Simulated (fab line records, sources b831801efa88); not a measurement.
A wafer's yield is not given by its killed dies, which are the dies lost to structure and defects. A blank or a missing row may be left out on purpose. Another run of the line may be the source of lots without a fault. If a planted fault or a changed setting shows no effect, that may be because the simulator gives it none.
Struck lot and sound lot, side by side + flow sky130 + 44 out of 708 route steps
Sound: wafers L981.2, L981.3, L981.4. The struck wafers were L983.4, L983.5, L983.6. Last of all comes the cause.
Per side, at each step with rows, come the tool, then ch with its chambers, and then its first start. Under that, the readings that differ: sound wafers + struck wafers + difference of the means + sigmas: that difference in standard deviations of wafers without a fault.
alike: readings with means less than 2 such deviations apart, plus words and numbers identical on both sides. not compared: withheld readings, readings lacking a value on some wafer, bounds such as >300 that could conceal the same value, and numbers that have no deviation in the record and whose values overlap.
The two part at a step that has a row with sigmas, a row that says differs or no value, or rows on one side only. Numbers that don't overlap but have no deviation are shown without sigmas and don't part them. A reading missing from all wafers of one side parts the sides only when that side holds two or more wafers.

first, 3 steps without rows for these wafers: SKY_FIELD_ISO_CLEAN_20 (cleans in dHF, time 20 s); SKY_FIELD_ISO_WET_ETCH_21 (etches SiO2 in dHF, target depth 20 nm, time 400 s); SKY_FIELD_ISO_OXIDATION_22 (stabilise 600 s, purge 300 s, target thk 10 nm).
SKY_FIELD_ISO_THK_MEAS_23:
  sound on film metro-03, day 3 03:24; struck on film metro-04, day 3 15:57
  alike: FIELD_ISO_OXIDATION_01_THK
then, 1 step without rows for these wafers: SKY_FIELD_ISO_CVD_24 (deposits SiO2, target thk 595 nm, time 99.2 s).
SKY_FIELD_ISO_THK_MEAS_25:
  sound on film metro-01, day 3 03:32; struck on film metro-03, day 3 16:05
  alike: FIELD_ISO_CVD_24_THK
then, 1 step without rows for these wafers: SKY_FIELD_ISO_ANNEAL_26 (time 1800 s).
SKY_FIELD_ISO_CMP_27: polishes, stops on Si3N4, t overpolish 16 s, target thk 457.8 nm.
  sound on cmp-02 ch 0,2,3, day 3 06:22; struck on cmp-02 ch 2,3, day 3 17:37
  alike: motor current A, overpolish run s, time to endpoint s
then, 4 steps without rows for these wafers: SKY_FIELD_ISO_WET_ETCH_28 (etches SiO2 in dHF, target depth 23.7 nm, time 47 s); SKY_FIELD_ISO_WET_ETCH_29 (etches Si3N4 in H3PO4, target depth 160 nm, time 1825 s); SKY_FIELD_ISO_WET_ETCH_30 (etches SiO2 in dHF, target depth 25 nm, time 50 s); SKY_NWELL_CLEAN_00 (cleans in SC1/SC2, time 150 s).
SKY_NWELL_OXIDATION_01: stabilise 600 s, purge 300 s, target thk 10 nm.
  sound on furnace-01 ch 0, day 3 07:26; struck on furnace-01 ch 0, day 3 18:46
| reading                                      | sound                | struck              | difference | sigmas      |
|----------------------------------------------|----------------------|---------------------|------------|-------------|
| spike tc bottom C (C)                        | 922.7 921.5 923.4    | 856.0 856.8 858.0   | -65.6      | -27         |
| spike tc centre C (C)                        | 899.2 899.8 899.6    | 833.1 834.0 835.0   | -65.5      | -47         |
| spike tc lower C (C)                         | 902.8 900.8 902.8    | 834.5 834.8 835.1   | -67.3      | -67         |
| spike tc top C (C)                           | 910.8 911.9 910.6    | 845.6 845.1 846.8   | -65.3      | -36         |
| spike tc upper C (C)                         | 901.7 899.0 900.1    | 833.4 832.1 833.0   | -67.4      | -68         |
| tube center temp C (C)                       | 900.14 900.08 900.06 | 832.9 833.12 833.14 | -67.0      | -99 or more |
| tube_center_temp_C_max                       | 902.8 901.9 902.6    | 835.3 835.4 835.2   | -67.1      | -99 or more |
| zone power bottom pct (%)                    | 27.6 26.9 27.1       | 23.5 23.0 23.3      | -3.9       | -3          |
| zone power top pct (%)                       | 33.3 33.7 34.0       | 30.0 30.2 29.6      | -3.7       | -4          |
| model.SiO2_of_NWELL_OXIDATION_01.thk nm (nm) | 10.23 10.31 10.45    | 4.727 4.643 4.607   | -5.671     |             |
SKY_NWELL_THK_MEAS_02:
  sound on film metro-01, day 3 08:50; struck on film metro-03, day 3 20:12
| reading                  | sound             | struck         | difference | sigmas |
|--------------------------|-------------------|----------------|------------|--------|
| NWELL_OXIDATION_THK (nm) | 10.24 10.33 10.43 | 4.70 4.66 4.65 | -5.66      | -35    |
then, 8 steps without rows for these wafers: SKY_DNWELL_DEHYDRATE_00 (time 60 s); SKY_DNWELL_HMDS_01 (prime time 60 s); SKY_DNWELL_COAT_02 (resist thk 3000 nm); SKY_DNWELL_SOFTBAKE_03; SKY_DNWELL_EXPOSE_04 (exposes mask DNM, target cd 3000 nm); SKY_DNWELL_PEB_05; SKY_DNWELL_DEVELOP_06 (develop time 60 s); SKY_DNWELL_IMPLANT_07.
SKY_DNWELL_STRIP_08: strips in O2/N2.
  sound on plasma asher-02 ch 0,1, day 4 00:56; struck on plasma asher-02 ch 0,1, day 4 13:16
  alike: drypump motor current A, oes product au, strip time to endpoint s
  not compared: rf hours counter h
SKY_DNWELL_TW_MEAS_09:
  sound on film metro-03, day 4 01:03; struck on film metro-01, day 4 13:22
| reading   | sound          | struck         | difference | sigmas |
|-----------|----------------|----------------|------------|--------|
| DNWELL_TW | 1097 1098 1099 | 1138 1140 1141 | +42        | +3     |
then, 7 steps without rows for these wafers: SKY_PWDE_DEHYDRATE_00 (time 60 s); SKY_PWDE_HMDS_01 (prime time 60 s); SKY_PWDE_COAT_02 (resist thk 3000 nm); SKY_PWDE_SOFTBAKE_03; SKY_PWDE_EXPOSE_04 (exposes mask PWDEM, target cd 840 nm); SKY_PWDE_PEB_05; SKY_PWDE_DEVELOP_06 (develop time 60 s).
SKY_PWDE_OVL_MEAS_07:
  sound on overlay-01, day 4 19:03; struck on overlay-01, day 5 07:10
| reading       | sound       | struck         | difference | sigmas |
|---------------|-------------|----------------|------------|--------|
| PWDE_OVL (nm) | 2.0 1.8 3.7 | -0.5 -1.7 -1.8 | -3.8       | -3     |
after that, 1 step had no rows for these wafers: SKY_PWDE_IMPLANT_08.
SKY_PWDE_STRIP_09: strips in O2/N2.
  sound on plasma asher-02 ch 0,1, day 4 19:14; struck on plasma asher-02 ch 0,1, day 5 07:22
  alike: drypump motor current A, oes product au, strip time to endpoint s
  not compared: rf hours counter h
SKY_PWDE_TW_MEAS_10:
  sound on film metro-02, day 4 19:20; struck on film metro-02, day 5 07:28
  alike: PWDE_TW
then, 7 steps without rows for these wafers: SKY_NWELL_DEHYDRATE_03 (time 60 s); SKY_NWELL_HMDS_04 (prime time 60 s); SKY_NWELL_COAT_05 (resist thk 3000 nm); SKY_NWELL_SOFTBAKE_06; SKY_NWELL_EXPOSE_07 (exposes mask NWM, target cd 840 nm); SKY_NWELL_PEB_08; SKY_NWELL_DEVELOP_09 (develop time 60 s).
-- the record jumps here: 9 days lie between the struck wafers' starts before and after (it left off in module NWELL and takes up again in module SONOS_ONO, whose first step shown is number 183 of the route) --
SKY_SONOS_ONO_ETCH_15: etches the open film in CHF3/O2, target depth 19.52 nm, time 7.8 s.
  sound on rie diel-02 ch 0,1, day 13 17:53; struck on rie diel-01 ch 2,3, day 14 16:14
| reading                                      | sound             | struck            | difference | sigmas |
|----------------------------------------------|-------------------|-------------------|------------|--------|
| drypump motor current A (A)                  | 4.9 6.1 4.9       | 6.5 6.5 6.2       | +1.1       | +3     |
| model.SiO2_of_NWELL_OXIDATION_01.thk nm (nm) | 5.654 5.849 5.874 | 1.371 1.345 1.337 | -4.441     |        |
  alike: oes product au, throttle valve pct
  not compared: rf hours counter h
-- here the record skips 32 days between the struck wafers' starts before and after, leaving off in module SONOS_ONO and picking up in module PAD_OPEN (first step shown: number 708 of the route) --
SKY_PAD_OPEN_PROBE_99:
  sound on prober-02, day 46 10:34; struck on prober-02, day 47 02:43
| reading                                  | sound                        | struck                        | difference | sigmas |
|------------------------------------------|------------------------------|-------------------------------|------------|--------|
| model.etest.nfet_16v.r on ohm um         | 1.39e+04 1.382e+04 1.391e+04 | 1.462e+04 1.457e+04 1.446e+04 | +6.733e+02 |        |
| model.etest.tip p.rs ohm sq              | 6858 6833 6810               | 6773 6784 6799                | -48        |        |
| model.etest.pfet_01v8.drive ua um        | 196.8 192.4 192.8            | 200.4 198.3 196.9             | +4.5       |        |
| model.etest.pfet_01v8_mvt.drive ua um    | 154.7 151.3 152.8            | 157.7 158.1 156.9             | +4.6       |        |
| model.etest.pfet_01v8_mvt.off log10 a um | -10.34 -10.38 -10.29         | -10.01 -10.06 -9.965          | +0.32      |        |
  alike: killed_at_M0_to_M3, killed_at_M4_up, killed at contacts, killed at front end, killed at other, killed dies, killed on rim, killed open, killed short
  not compared: model.etest.pfet_01v8.r on ohm um, model.etest.res pwell under gate.rs ohm sq, model.etest.pfet_01v8_hvt.drive ua um

== WHERE THEY PART ==
At SKY_NWELL_OXIDATION_01 first; at SKY_SONOS_ONO_ETCH_15 last (within this record only). Later steps at which nothing parts them and some readings are alike: SKY_PAD_OPEN_PROBE_99.

WHY: whatever the simulator had introduced
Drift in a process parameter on furnace-01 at SKY_NWELL_OXIDATION_01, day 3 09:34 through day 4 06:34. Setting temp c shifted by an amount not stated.
